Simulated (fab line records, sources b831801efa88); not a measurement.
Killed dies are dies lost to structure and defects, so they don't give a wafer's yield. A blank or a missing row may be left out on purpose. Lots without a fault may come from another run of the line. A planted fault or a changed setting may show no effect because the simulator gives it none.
Which tool did it? | flow sky130 | 13 lots, 39 wafers sampled, at 3 steps of a route of 708

WHAT THE GAUGES READ, wafer by wafer
The record holds no reading of a measuring or inspecting step that can be judged against a usual standard deviation.

WHICH TOOL RAN EACH LOT (tool, then ch and the chambers of the sampled wafers, then the start)
lot  | SKY_VIA3_ETCH_15                   | SKY_VIA3_STRIP_16                    | SKY_PAD_OPEN_PROBE_99
L551 | rie_diel-03 ch 1,2,3, day 39 14:58 | plasma_asher-04 ch 0,1, day 39 15:04 | -
L553 | rie_diel-04 ch 0,1, day 40 02:19   | plasma_asher-01 ch 0,1, day 40 02:23 | -
L552 | rie_diel-04 ch 0,1,2, day 40 04:49 | plasma_asher-02 ch 0,1, day 40 04:53 | -
L554 | rie_diel-02 ch 2,3, day 40 14:37   | plasma_asher-02 ch 0,1, day 40 14:41 | -
L555 | rie_diel-04 ch 0,1,3, day 40 18:45 | plasma_asher-02 ch 0,1, day 40 18:49 | -
L556 | rie_diel-03 ch 0,1,3, day 41 11:02 | plasma_asher-04 ch 0,1, day 41 11:05 | -
L558 | rie_diel-02 ch 1,2,3, day 41 19:44 | plasma_asher-01 ch 0,1, day 41 19:47 | -
L561 | rie_diel-04 ch 2,3, day 42 13:16   | plasma_asher-02 ch 1, day 42 13:20   | prober-02, day 48 05:31
L564 | rie_diel-03 ch 0,2,3, day 43 11:00 | plasma_asher-04 ch 0,1, day 43 11:04 | -
L565 | rie_diel-04 ch 0,2, day 43 18:37   | plasma_asher-04 ch 0,1, day 43 18:43 | -
L566 | rie_diel-02 ch 0,3, day 44 02:45   | plasma_asher-02 ch 0,1, day 44 02:49 | -
L567 | rie_diel-02 ch 0,2,3, day 44 09:28 | plasma_asher-02 ch 0,1, day 44 09:32 | -
L571 | rie_diel-02 ch 1,3, day 45 08:58   | plasma_asher-01 ch 0,1, day 45 09:02 | prober-02, day 50 10:44
- SKY_VIA3_ETCH_15: etches SiO2 in C4F8/O2/Ar, stops on TiN, target depth 507 nm, time 78 s.
- SKY_VIA3_STRIP_16: strips in O2/N2.
- SKY_PAD_OPEN_PROBE_99

WHAT THE TOOLS THEMSELVES READ (means of the sampled wafers that have a number; where no wafer has one, the mark that the record gives instead)
SKY_VIA3_ETCH_15. Usual: oes_product_au 0.946 a.u., standard deviation 0.0049; rf_fwd_power_W 1491 W, standard deviation 5.4.
lot  | tool        | oes_product_au (a.u.) | rf_fwd_power_W (W) | flag
L551 | rie_diel-03 | 0.946                 | 1489               |
L553 | rie_diel-04 | 0.945                 | 1492               |
L552 | rie_diel-04 | 0.941                 | 1491               |
L554 | rie_diel-02 | 0.947                 | 1495               |
L555 | rie_diel-04 | 0.944                 | 1491               |
L556 | rie_diel-03 | 0.946                 | 1491               |
L558 | rie_diel-02 | 0.950                 | 1489               |
L561 | rie_diel-04 | 0.945                 | 1650               | OFF
L564 | rie_diel-03 | 0.949                 | 1488               |
L565 | rie_diel-04 | 0.947                 | 1655               | OFF
L566 | rie_diel-02 | 0.946                 | 1495               |
L567 | rie_diel-02 | 0.945                 | 1491               |
L571 | rie_diel-02 | 0.947                 | 1491               |

SKY_VIA3_STRIP_16. Usual: drypump_motor_current_A 5.5 A, standard deviation 0.45; oes_product_au 0.402 a.u., standard deviation 0.0045; strip_time_to_endpoint_s 4.136 s, standard deviation 0.023.
lot  | tool            | drypump_motor_current_A (A) | oes_product_au (a.u.) | strip_time_to_endpoint_s (s) | flag
L551 | plasma_asher-04 | 5.1                         | 0.407                 | 4.133                        |
L553 | plasma_asher-01 | 6.4                         | 0.398                 | 4.148                        |
L552 | plasma_asher-02 | 5.5                         | 0.400                 | 4.137                        |
L554 | plasma_asher-02 | 5.5                         | 0.401                 | 4.109                        |
L555 | plasma_asher-02 | 5.5                         | 0.401                 | 4.122                        |
L556 | plasma_asher-04 | 5.1                         | 0.398                 | 4.123                        |
L558 | plasma_asher-01 | 6.2                         | 0.403                 | 4.130                        |
L561 | plasma_asher-02 | 5.4                         | 0.403                 | 4.101                        |
L564 | plasma_asher-04 | 5.1                         | 0.401                 | 4.161                        |
L565 | plasma_asher-04 | 5.2                         | 0.404                 | 4.101                        |
L566 | plasma_asher-02 | 5.5                         | 0.405                 | 4.128                        |
L567 | plasma_asher-02 | 5.4                         | 0.399                 | 4.139                        |
L571 | plasma_asher-01 | 6.4                         | 0.403                 | 4.144                        |

SKY_PAD_OPEN_PROBE_99. Usual: defect_limited_yield 82.8 %, standard deviation 2; killed_at_M0_to_M3 42, standard deviation 7.3; killed_at_M4_up 3.2, standard deviation 1.8; killed_at_contacts 25, standard deviation 5.2; killed_at_front_end 15, standard deviation 4.6; killed_at_other 0.3, standard deviation 0.62; killed_dies 85, standard deviation 9.9; killed_on_rim 17, standard deviation 3.9; killed_open 46, standard deviation 7.1; killed_short 38, standard deviation 5.7; sort_bin_3_pad_short 0.9 %, standard deviation 0.42; sort_bin_5_function 10.0 %, standard deviation 1.5; sort_bin_6_memory 6.3 %, standard deviation 1.2; sort_n_pass 407, standard deviation 9.9; sort_yield_pct 82.8 %, standard deviation 2.
lot  | tool      | defect_limited_yield (%) | killed_at_M0_to_M3 | killed_at_M4_up | killed_at_contacts | killed_at_front_end | killed_at_other | killed_dies | killed_on_rim | killed_open | killed_short | sort_bin_3_pad_short (%) | sort_bin_5_function (%) | sort_bin_6_memory (%) | sort_n_pass | sort_yield_pct (%) | flag
L561 | prober-02 | 82.4                     | 50                 | 4.0             | 24                 | 8                   | 0.3             | 86          | 18            | 48          | 38           | 1.0                      | 10.0                    | 6.5                   | 406         | 82.4               |
L571 | prober-02 | 81.1                     | 48                 | 4.7             | 24                 | 16                  | 0.3             | 93          | 18            | 55          | 37           | 0.7                      | 10.9                    | 7.3                   | 399         | 81.1               |

THE ANSWER, worked out from the rows above alone
Rule: a lot is off if the mean of its wafers that have a number lies more than 3 standard deviations from the usual mean. A lot without any number at a reading at which 4 lots or more have one is off too. The other lots that the step has rows for count as sound. The gauges are gone through in route order, then the tools' own readings, and for those a lot's mean is taken as printed above. The first step at which some lot is off is used, and at that step the reading that is off furthest; a lot without a number counts as furthest.
Off: L561, L565, at SKY_VIA3_ETCH_15 (rf_fwd_power_W).
A tool fits if, at that step or a process step before it, it ran every lot that is off, and no sound lot after the first of them. One fits: rie_diel-04 at SKY_VIA3_ETCH_15. Its last sound lot is L555 (day 40 18:45), its first lot that is off L561 (day 42 13:16): a fault that began between those two fits.
The tool's own readings at SKY_VIA3_ETCH_15 bear it out: on the lots that are off they differ by more than 5 times the standard deviation of the sound lots' means. rf_fwd_power_W reads 1652 W there against 1491 W on the sound lots.

WHAT THE SIMULATOR HAD PUT IN
Process parameter drift: rie_diel-04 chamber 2, from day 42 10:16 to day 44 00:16, at SKY_VIA3_ETCH_15. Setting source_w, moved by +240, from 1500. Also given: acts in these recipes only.
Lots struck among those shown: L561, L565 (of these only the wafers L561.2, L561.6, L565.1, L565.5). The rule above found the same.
